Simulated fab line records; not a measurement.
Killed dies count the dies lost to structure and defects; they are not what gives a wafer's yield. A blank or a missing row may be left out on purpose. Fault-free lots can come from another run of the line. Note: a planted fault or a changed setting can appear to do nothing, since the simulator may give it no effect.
fab line records + flow sky130
record
- lots=5
- wafers=15
- last-day=50
route steps=708 shown FIELD_ISO@19 NWELL@32
lots that met no fault: from a run of the same line without faults
start-h: the number of hours between the record's first day and the start of the first shown wafer of the lot + wait-h: hours since the lot's step before + " as in the row above + L1.1+2: one row covering several wafers at once + - no value present, or no start provided + * or withheld: withheld + < > ~ a bound
route shown NAME@n: NAME is a module with steps in the file, n the number in the route of the first one + usual: mean/standard deviation of fault-free wafers + same: alike in all rows + chamber/n: place in a boat + sites: the reading at each site + _std_site: standard deviation of those values + _edge_site: mean of outer sites minus mean of inner sites + radius-mm: for every site, how far away it sits from the centre of the wafer + mask NAME#n: copy n + behind: the last tool/chamber to shape the wafer + hold: cause of the lot's hold/its duration in hours/its outcome + device: transistor that didn't switch, given as n, p or np + end of line: at the end of the route, the tests of the same wafers + where a step has no rows: the recipe by itself + killed: count of dies lost to structure and defects at first sort (not the wafer's yield) + map: a wafer's dies, marking killed ones x, the rest . and places with no die _
set.NAME: the setting the step ran with; set.NAME@STEP: the setting that earlier step ran with + model.NAME: the simulator's own value behind a step, which no gauge read
lots seen at some steps along the route; tables by step, rows by wafer
services: the hour from which a tool's chamber was out of use, counted from the record's first day as start-h (under 0 if before that day), plus the number of hours and why
## steps
# step SKY_FIELD_ISO_WET_ETCH_18
# recipe
- chemistry=H3PO4
- target-depth-nm=25
- temp-c=160
- target=Si3N4
- time-s=286
# usual
- temp-c=160.03/0.15
| lot.wafer | tool         | chamber | start-h | wait-h | temp-c |
|-----------|--------------|---------|---------|--------|--------|
| L074.1    | wet-bench-03 | 2       | 30.77   | 0.0    | 160.05 |
| L074.5    | "            | 2       | "       | "      | 160.18 |
| L074.6    | "            | 2       | "       | "      | 160.08 |
| L079.2    | wet-bench-03 | 3       | 57.47   | 0.0    | 159.86 |
| L079.5    | "            | 3       | "       | "      | 159.80 |
| L079.6    | "            | 3       | "       | "      | 159.73 |
| L080.1    | wet-bench-02 | 3       | 61.01   | 0.0    | 160.16 |
| L080.2    | "            | 3       | "       | "      | 160.20 |
| L080.6    | "            | 3       | "       | "      | 159.96 |
| L089.1    | wet-bench-02 | 3       | 111.31  | 0.0    | 160.08 |
| L089.3    | "            | 3       | "       | "      | 160.08 |
| L089.5    | "            | 3       | "       | "      | 160.08 |
| L095.2    | wet-bench-03 | 2       | 138.71  | 0.0    | 159.89 |
| L095.3    | "            | 2       | "       | "      | 160.31 |
| L095.6    | "            | 2       | "       | "      | 160.00 |
# step SKY_FIELD_ISO_CLEAN_19
# recipe
- chemistry=SC1/SC2
- mix=1:4:20
- temp-c=70
- time-s=150
# usual
- temp-c=70.02/0.13
| lot.wafer | tool         | chamber | start-h | wait-h | temp-c |
|-----------|--------------|---------|---------|--------|--------|
| L074.1    | wet-bench-02 | 0       | 30.86   | 0.0    | 70.12  |
| L074.5    | "            | 0       | "       | "      | 69.96  |
| L074.6    | "            | 0       | "       | "      | 70.07  |
| L079.2    | wet-bench-01 | 0       | 57.56   | 0.0    | 70.16  |
| L079.5    | "            | 0       | "       | "      | 70.00  |
| L079.6    | "            | 0       | "       | "      | 69.97  |
| L080.1    | wet-bench-03 | 3       | 61.10   | 0.0    | 70.12  |
| L080.2    | "            | 3       | "       | "      | 69.98  |
| L080.6    | "            | 3       | "       | "      | 69.88  |
| L089.1    | wet-bench-03 | 1       | 111.40  | 0.0    | 70.13  |
| L089.3    | "            | 1       | "       | "      | 70.15  |
| L089.5    | "            | 1       | "       | "      | 70.12  |
| L095.2    | wet-bench-02 | 0       | 138.80  | 0.0    | 69.91  |
| L095.3    | "            | 0       | "       | "      | 69.97  |
| L095.6    | "            | 0       | "       | "      | 69.75  |
# step SKY_FIELD_ISO_CLEAN_20
# recipe
- chemistry=dHF
- time-s=20
- dilution=100:1
| lot.wafer  | tool         | chamber | start-h | wait-h |
|------------|--------------|---------|---------|--------|
| L074.1+5+6 | wet-bench-01 | 2       | 30.92   | 0.0    |
| L079.2+5+6 | wet-bench-02 | 3       | 57.62   | 0.0    |
| L080.1+2+6 | wet-bench-01 | 1       | 61.15   | 0.0    |
| L089.1+3+5 | wet-bench-01 | 0       | 111.45  | 0.0    |
| L095.2+3+6 | wet-bench-03 | 2       | 138.85  | 0.0    |
# step SKY_FIELD_ISO_WET_ETCH_21
# recipe
- chemistry=dHF
- dilution=100:1
- target-depth-nm=20
- dry=ipa-marangoni
- target=SiO2
- temp-c=25
- time-s=400
# usual
- temp-c=24.98/0.11
| lot.wafer | tool         | chamber | start-h | wait-h | temp-c |
|-----------|--------------|---------|---------|--------|--------|
| L074.1    | wet-bench-03 | 1       | 30.93   | 0.0    | 25.04  |
| L074.5    | "            | 1       | "       | "      | 24.93  |
| L074.6    | "            | 1       | "       | "      | 25.10  |
| L079.2    | wet-bench-03 | 3       | 57.63   | 0.0    | 24.84  |
| L079.5    | "            | 3       | "       | "      | 24.80  |
| L079.6    | "            | 3       | "       | "      | 24.85  |
| L080.1    | wet-bench-02 | 0       | 61.16   | 0.0    | 25.08  |
| L080.2    | "            | 0       | "       | "      | 25.02  |
| L080.6    | "            | 0       | "       | "      | 24.96  |
| L089.1    | wet-bench-02 | 1       | 111.46  | 0.0    | 25.07  |
| L089.3    | "            | 1       | "       | "      | 25.01  |
| L089.5    | "            | 1       | "       | "      | 24.98  |
| L095.2    | wet-bench-02 | 3       | 138.87  | 0.0    | 25.07  |
| L095.3    | "            | 3       | "       | "      | 25.27  |
| L095.6    | "            | 3       | "       | "      | 25.20  |
# step SKY_FIELD_ISO_OXIDATION_22
# recipe
- temp-c=950
- ambient=O2
- stabilise-s=600
- purge-s=300
- target-thk-a=100
- ox-time-s=623
# usual
- spike-tc-centre-C=951.1/0.95
- zone-power-bottom-pct=35/4.8
| lot.wafer | tool       | chamber | start-h | wait-h | spike-tc-centre-C | zone-power-bottom-pct |
|-----------|------------|---------|---------|--------|-------------------|-----------------------|
| L074.1    | furnace-01 | 0       | 31.45   | 0.4    | 950.6             | 31                    |
| L074.5    | "          | 0       | "       | "      | 952.0             | 30                    |
| L074.6    | "          | 0       | "       | "      | 951.7             | 30                    |
| L079.2    | furnace-01 | 0       | 58.36   | 0.6    | 950.3             | 30                    |
| L079.5    | "          | 0       | "       | "      | 949.5             | 31                    |
| L079.6    | "          | 0       | "       | "      | 952.8             | 31                    |
| L080.1    | furnace-02 | 0       | 62.64   | 1.4    | 952.8             | 40                    |
| L080.2    | "          | 0       | "       | "      | 950.4             | 40                    |
| L080.6    | "          | 0       | "       | "      | 951.6             | 40                    |
| L089.1    | furnace-02 | 0       | 111.63  | 0.0    | 951.4             | 40                    |
| L089.3    | "          | 0       | "       | "      | 951.0             | 40                    |
| L089.5    | "          | 0       | "       | "      | 949.5             | 40                    |
| L095.2    | furnace-02 | 0       | 142.40  | 3.4    | 952.0             | 40                    |
| L095.3    | "          | 0       | "       | "      | 949.8             | 40                    |
| L095.6    | "          | 0       | "       | "      | 952.0             | 40                    |
# step SKY_FIELD_ISO_THK_MEAS_23
# recipe
- reads=SiO2_of_FIELD_ISO_OXIDATION_22
# usual
- FIELD_ISO_OXIDATION_01_THK=10.06/0.13
| lot.wafer | tool          | chamber | start-h | wait-h | FIELD_ISO_OXIDATION_01_THK[nm] |
|-----------|---------------|---------|---------|--------|--------------------------------|
| L074.1    | film-metro-03 | -       | 32.62   | 0.0    | 10.24                          |
| L074.5    | "             | -       | "       | "      | 10.12                          |
| L074.6    | "             | -       | "       | "      | 10.32                          |
| L079.2    | film-metro-04 | -       | 59.54   | 0.0    | 10.09                          |
| L079.5    | "             | -       | "       | "      | 10.05                          |
| L079.6    | "             | -       | "       | "      | 10.14                          |
| L080.1    | film-metro-01 | -       | 63.81   | 0.0    | 9.89                           |
| L080.2    | "             | -       | "       | "      | 10.08                          |
| L080.6    | "             | -       | "       | "      | 10.15                          |
| L089.1    | film-metro-04 | -       | 112.81  | 0.0    | 10.03                          |
| L089.3    | "             | -       | "       | "      | 10.08                          |
| L089.5    | "             | -       | "       | "      | 9.99                           |
| L095.2    | film-metro-04 | -       | 143.59  | 0.0    | 10.18                          |
| L095.3    | "             | -       | "       | "      | 10.10                          |
| L095.6    | "             | -       | "       | "      | 10.30                          |
# step SKY_FIELD_ISO_CVD_24
# recipe
- material=SiO2
- target-thk-nm=595
- temp-c=650
- sigma-open-frac=0.3
- time-s=99.2
- sih4-flow-sccm=60
- pressure-mtorr=6
# usual
- pressure-mtorr=6.001/0.012
| lot.wafer | tool      | chamber | start-h | wait-h | pressure-mtorr |
|-----------|-----------|---------|---------|--------|----------------|
| L074.1    | hdpcvd-01 | 0       | 32.68   | 0.1    | 6.018          |
| L074.5    | "         | 2       | "       | "      | 6.000          |
| L074.6    | "         | 1       | "       | "      | 6.002          |
| L079.2    | hdpcvd-01 | 2       | 59.59   | 0.0    | 5.978          |
| L079.5    | "         | 2       | "       | "      | 6.002          |
| L079.6    | "         | 0       | "       | "      | 5.996          |
| L080.1    | hdpcvd-01 | 2       | 63.87   | 0.1    | 6.007          |
| L080.2    | "         | 1       | "       | "      | 6.020          |
| L080.6    | "         | 1       | "       | "      | 6.003          |
| L089.1    | hdpcvd-01 | 2       | 112.86  | 0.1    | 6.010          |
| L089.3    | "         | 1       | "       | "      | 5.997          |
| L089.5    | "         | 2       | "       | "      | 6.008          |
| L095.2    | hdpcvd-02 | 0       | 143.64  | 0.0    | 6.018          |
| L095.3    | "         | 1       | "       | "      | 6.020          |
| L095.6    | "         | 0       | "       | "      | 6.002          |
# step SKY_FIELD_ISO_THK_MEAS_25
# recipe
- reads=SiO2_of_FIELD_ISO_CVD_24
# usual
- FIELD_ISO_CVD_24_THK=595/5.7
| lot.wafer | tool          | chamber | start-h | wait-h | FIELD_ISO_CVD_24_THK[nm] |
|-----------|---------------|---------|---------|--------|--------------------------|
| L074.1    | film-metro-04 | -       | 32.75   | 0.0    | 602                      |
| L074.5    | "             | -       | "       | "      | 591                      |
| L074.6    | "             | -       | "       | "      | 601                      |
| L079.2    | film-metro-01 | -       | 59.68   | 0.0    | 598                      |
| L079.5    | "             | -       | "       | "      | 602                      |
| L079.6    | "             | -       | "       | "      | 594                      |
| L080.1    | film-metro-04 | -       | 63.94   | 0.0    | 599                      |
| L080.2    | "             | -       | "       | "      | 595                      |
| L080.6    | "             | -       | "       | "      | 599                      |
| L089.1    | film-metro-01 | -       | 112.94  | 0.0    | 593                      |
| L089.3    | "             | -       | "       | "      | 593                      |
| L089.5    | "             | -       | "       | "      | 596                      |
| L095.2    | film-metro-04 | -       | 143.72  | 0.0    | 594                      |
| L095.3    | "             | -       | "       | "      | 597                      |
| L095.6    | "             | -       | "       | "      | 596                      |
# step SKY_FIELD_ISO_ANNEAL_26
# recipe
- temp-c=1000
- time-s=1800
- ambient=N2
# usual
- spike-tc-centre-C=1001.2/1
- zone-power-bottom-pct=39/5.4
| lot.wafer | tool       | chamber | start-h | wait-h | spike-tc-centre-C | zone-power-bottom-pct |
|-----------|------------|---------|---------|--------|-------------------|-----------------------|
| L074.1    | furnace-01 | 0       | 32.81   | 0.1    | 1001.7            | 34                    |
| L074.5    | "          | 0       | "       | "      | 1002.4            | 34                    |
| L074.6    | "          | 0       | "       | "      | 1000.4            | 34                    |
| L079.2    | furnace-02 | 0       | 59.73   | 0.0    | 1000.7            | 45                    |
| L079.5    | "          | 0       | "       | "      | 1000.3            | 45                    |
| L079.6    | "          | 0       | "       | "      | 1002.8            | 45                    |
| L080.1    | furnace-01 | 0       | 64.56   | 0.6    | 1001.4            | 34                    |
| L080.2    | "          | 0       | "       | "      | 1000.8            | 34                    |
| L080.6    | "          | 0       | "       | "      | 1000.0            | 34                    |
| L089.1    | furnace-01 | 0       | 113.00  | 0.1    | 1001.5            | 34                    |
| L089.3    | "          | 0       | "       | "      | 1000.0            | 34                    |
| L089.5    | "          | 0       | "       | "      | 1001.6            | 34                    |
| L095.2    | furnace-02 | 0       | 144.83  | 1.1    | 1001.0            | 45                    |
| L095.3    | "          | 0       | "       | "      | 998.5             | 45                    |
| L095.6    | "          | 0       | "       | "      | 1000.5            | 45                    |
# step SKY_FIELD_ISO_CMP_27
# recipe
- stop-on=Si3N4
- t-overpolish-s=16
- down-force-psi=4
- platen-rpm=60
- target-thk-nm=457.8
- pad-velocity-m-s=0.94248
# usual
- motor-current-A=12.3/0.82
- overpolish-run-s=15.999/0.0087
- time-to-endpoint-s=112/3.8
| lot.wafer | tool   | chamber | start-h | wait-h | motor-current-A | overpolish-run-s | time-to-endpoint-s |
|-----------|--------|---------|---------|--------|-----------------|------------------|--------------------|
| L074.1    | cmp-02 | 0       | 34.36   | 0.1    | 11.3            | 16.005           | 119                |
| L074.6    | "      | 3       | "       | "      | 12.3            | 16.001           | 118                |
| L074.5    | "      | 0       | "       | "      | 11.1            | 16.000           | 114                |
| L079.2    | cmp-01 | 2       | 61.33   | 0.1    | 11.1            | 15.989           | 114                |
| L079.6    | "      | 0       | "       | "      | 13.6            | 16.017           | 115                |
| L079.5    | "      | 1       | "       | "      | 11.9            | 16.009           | 118                |
| L080.2    | cmp-01 | 3       | 66.21   | 0.1    | 12.0            | 15.986           | 114                |
| L080.1    | "      | 0       | "       | "      | 13.6            | 16.007           | 112                |
| L080.6    | "      | 0       | "       | "      | 13.1            | 15.999           | 117                |
| L089.3    | cmp-01 | 2       | 114.50  | 0.0    | 11.7            | 15.995           | 112                |
| L089.1    | "      | 1       | "       | "      | 12.6            | 15.993           | 112                |
| L089.5    | "      | 3       | "       | "      | 12.8            | 16.003           | 110                |
| L095.3    | cmp-01 | 2       | 146.38  | 0.1    | 10.8            | 15.996           | 115                |
| L095.2    | "      | 3       | "       | "      | 12.6            | 16.008           | 112                |
| L095.6    | "      | 2       | "       | "      | 11.0            | 15.997           | 114                |
# step SKY_FIELD_ISO_WET_ETCH_28
# recipe
- chemistry=dHF
- target-depth-nm=23.7
- target=SiO2
- dilution=10:1
- temp-c=25
- time-s=47
# usual
- temp-c=25.02/0.1
| lot.wafer | tool         | chamber | start-h | wait-h | temp-c |
|-----------|--------------|---------|---------|--------|--------|
| L074.1    | wet-bench-01 | 2       | 34.61   | 0.2    | 25.01  |
| L074.5    | "            | 2       | "       | "      | 25.24  |
| L074.6    | "            | 2       | "       | "      | 25.11  |
| L079.2    | wet-bench-03 | 1       | 61.53   | 0.1    | 24.96  |
| L079.5    | "            | 1       | "       | "      | 25.11  |
| L079.6    | "            | 1       | "       | "      | 25.08  |
| L080.1    | wet-bench-02 | 2       | 66.51   | 0.2    | 25.13  |
| L080.2    | "            | 2       | "       | "      | 24.89  |
| L080.6    | "            | 2       | "       | "      | 25.02  |
| L089.1    | wet-bench-01 | 3       | 114.80  | 0.1    | 24.86  |
| L089.3    | "            | 3       | "       | "      | 24.99  |
| L089.5    | "            | 3       | "       | "      | 24.87  |
| L095.2    | wet-bench-01 | 0       | 146.63  | 0.1    | 24.98  |
| L095.3    | "            | 0       | "       | "      | 25.19  |
| L095.6    | "            | 0       | "       | "      | 24.90  |
# step SKY_FIELD_ISO_WET_ETCH_29
# recipe
- chemistry=H3PO4
- target-depth-nm=160
- target=Si3N4
- temp-c=160
- time-s=1825
# usual
- temp-c=160.05/0.15
| lot.wafer | tool         | chamber | start-h | wait-h | temp-c |
|-----------|--------------|---------|---------|--------|--------|
| L074.1    | wet-bench-03 | 0       | 34.64   | 0.0    | 160.31 |
| L074.5    | "            | 0       | "       | "      | 159.83 |
| L074.6    | "            | 0       | "       | "      | 159.96 |
| L079.2    | wet-bench-01 | 2       | 61.55   | 0.0    | 159.99 |
| L079.5    | "            | 2       | "       | "      | 160.05 |
| L079.6    | "            | 2       | "       | "      | 159.82 |
| L080.1    | wet-bench-03 | 3       | 66.53   | 0.0    | 159.87 |
| L080.2    | "            | 3       | "       | "      | 159.75 |
| L080.6    | "            | 3       | "       | "      | 160.03 |
| L089.1    | wet-bench-03 | 1       | 114.82  | 0.0    | 160.08 |
| L089.3    | "            | 1       | "       | "      | 160.14 |
| L089.5    | "            | 1       | "       | "      | 160.27 |
| L095.2    | wet-bench-02 | 2       | 146.65  | 0.0    | 160.09 |
| L095.3    | "            | 2       | "       | "      | 160.01 |
| L095.6    | "            | 2       | "       | "      | 160.17 |
# step SKY_FIELD_ISO_WET_ETCH_30
# recipe
- chemistry=dHF
- target-depth-nm=25
- target=SiO2
- dilution=10:1
- temp-c=25
- time-s=50
# usual
- temp-c=25.00/0.11
| lot.wafer | tool         | chamber | start-h | wait-h | temp-c |
|-----------|--------------|---------|---------|--------|--------|
| L074.1    | wet-bench-03 | 0       | 35.15   | 0.0    | 25.08  |
| L074.5    | "            | 0       | "       | "      | 24.97  |
| L074.6    | "            | 0       | "       | "      | 25.11  |
| L079.2    | wet-bench-03 | 2       | 62.11   | 0.0    | 25.08  |
| L079.5    | "            | 2       | "       | "      | 24.94  |
| L079.6    | "            | 2       | "       | "      | 24.94  |
| L080.1    | wet-bench-01 | 2       | 67.09   | 0.0    | 25.04  |
| L080.2    | "            | 2       | "       | "      | 25.12  |
| L080.6    | "            | 2       | "       | "      | 25.00  |
| L089.1    | wet-bench-01 | 3       | 115.38  | 0.0    | 24.74  |
| L089.3    | "            | 3       | "       | "      | 24.94  |
| L089.5    | "            | 3       | "       | "      | 24.87  |
| L095.2    | wet-bench-03 | 0       | 147.16  | 0.0    | 25.20  |
| L095.3    | "            | 0       | "       | "      | 24.98  |
| L095.6    | "            | 0       | "       | "      | 24.92  |
# step SKY_NWELL_CLEAN_00
# recipe
- chemistry=SC1/SC2
- mix=1:4:20
- temp-c=70
- time-s=150
- dry=n2-spin
# usual
- temp-c=69.98/0.13
| lot.wafer | tool         | chamber | start-h | wait-h | temp-c |
|-----------|--------------|---------|---------|--------|--------|
| L074.1    | wet-bench-03 | 3       | 35.18   | 0.0    | 70.02  |
| L074.5    | "            | 3       | "       | "      | 70.01  |
| L074.6    | "            | 3       | "       | "      | 69.63  |
| L079.2    | wet-bench-01 | 3       | 62.13   | 0.0    | 69.84  |
| L079.5    | "            | 3       | "       | "      | 70.01  |
| L079.6    | "            | 3       | "       | "      | 70.13  |
| L080.1    | wet-bench-03 | 2       | 67.12   | 0.0    | 69.85  |
| L080.2    | "            | 2       | "       | "      | 69.70  |
| L080.6    | "            | 2       | "       | "      | 69.67  |
| L089.1    | wet-bench-02 | 2       | 115.40  | 0.0    | 69.82  |
| L089.3    | "            | 2       | "       | "      | 69.82  |
| L089.5    | "            | 2       | "       | "      | 69.99  |
| L095.2    | wet-bench-01 | 1       | 147.19  | 0.0    | 69.97  |
| L095.3    | "            | 1       | "       | "      | 69.75  |
| L095.6    | "            | 1       | "       | "      | 69.88  |
# step SKY_NWELL_OXIDATION_01
# recipe
- temp-c=900
- ambient=O2
- stabilise-s=600
- purge-s=300
- target-thk-a=100
- ox-time-s=1418
# usual
- spike-tc-centre-C=901.0/1
- zone-power-bottom-pct=30/4.1
| lot.wafer | tool       | chamber | start-h | wait-h | spike-tc-centre-C | zone-power-bottom-pct |
|-----------|------------|---------|---------|--------|-------------------|-----------------------|
| L074.1    | furnace-02 | 0       | 36.16   | 0.9    | 901.3             | 35                    |
| L074.5    | "          | 0       | "       | "      | 901.6             | 35                    |
| L074.6    | "          | 0       | "       | "      | 902.1             | 35                    |
| L079.2    | furnace-01 | 0       | 63.16   | 1.0    | 900.2             | 27                    |
| L079.5    | "          | 0       | "       | "      | 901.9             | 26                    |
| L079.6    | "          | 0       | "       | "      | 900.6             | 27                    |
| L080.1    | furnace-02 | 0       | 67.17   | 0.0    | 902.4             | 36                    |
| L080.2    | "          | 0       | "       | "      | 901.3             | 35                    |
| L080.6    | "          | 0       | "       | "      | 900.6             | 36                    |
| L089.1    | furnace-02 | 0       | 116.16  | 0.7    | 901.2             | 35                    |
| L089.3    | "          | 0       | "       | "      | 901.6             | 36                    |
| L089.5    | "          | 0       | "       | "      | 902.6             | 36                    |
| L095.2    | furnace-01 | 0       | 148.24  | 1.0    | 899.6             | 27                    |
| L095.3    | "          | 0       | "       | "      | 901.7             | 27                    |
| L095.6    | "          | 0       | "       | "      | 901.8             | 27                    |
## services
| tool         | chamber | start-h | hours | kind                           |
|--------------|---------|---------|-------|--------------------------------|
| cmp-02       | -       | 9.08    | 7.1   | repair                         |
| cmp-01       | -       | 13.66   | 2.4   | repair                         |
| cmp-01       | -       | 23.35   | 5.1   | pm                             |
| wet-bench-02 | -       | 32.15   | 5.6   | repair                         |
| cmp-02       | -       | 42.90   | 4.5   | repair                         |
| cmp-02       | -       | 64.00   | 4.0   | pm                             |
| cmp-01       | -       | 65.04   | 0.9   | repair                         |
| hdpcvd-01    | -       | 66.75   | 15.0  | pm                             |
| hdpcvd-01    | 0       | 66.75   | 15.0  | vent-cycle                     |
| hdpcvd-01    | 1       | 66.75   | 15.0  | vent-cycle                     |
| hdpcvd-01    | 2       | 66.75   | 15.0  | vent-cycle                     |
| cmp-02       | -       | 68.00   | -     | consumable-replace:conditioner |
| cmp-02       | -       | 68.00   | -     | consumable-replace:pad         |
| hdpcvd-01    | 0       | 81.75   | -     | clean                          |
| hdpcvd-01    | 1       | 81.75   | -     | clean                          |
| hdpcvd-01    | 2       | 81.75   | -     | clean                          |
| furnace-02   | -       | 85.56   | 4.9   | pm                             |
| cmp-01       | -       | 108.00  | 1.4   | repair                         |
| hdpcvd-01    | -       | 122.58  | 107.0 | repair                         |
| cmp-02       | -       | 127.48  | 6.2   | pm                             |
| furnace-01   | -       | 127.49  | 8.0   | repair                         |
| cmp-01       | -       | 129.93  | 0.6   | repair                         |
## key
fault none
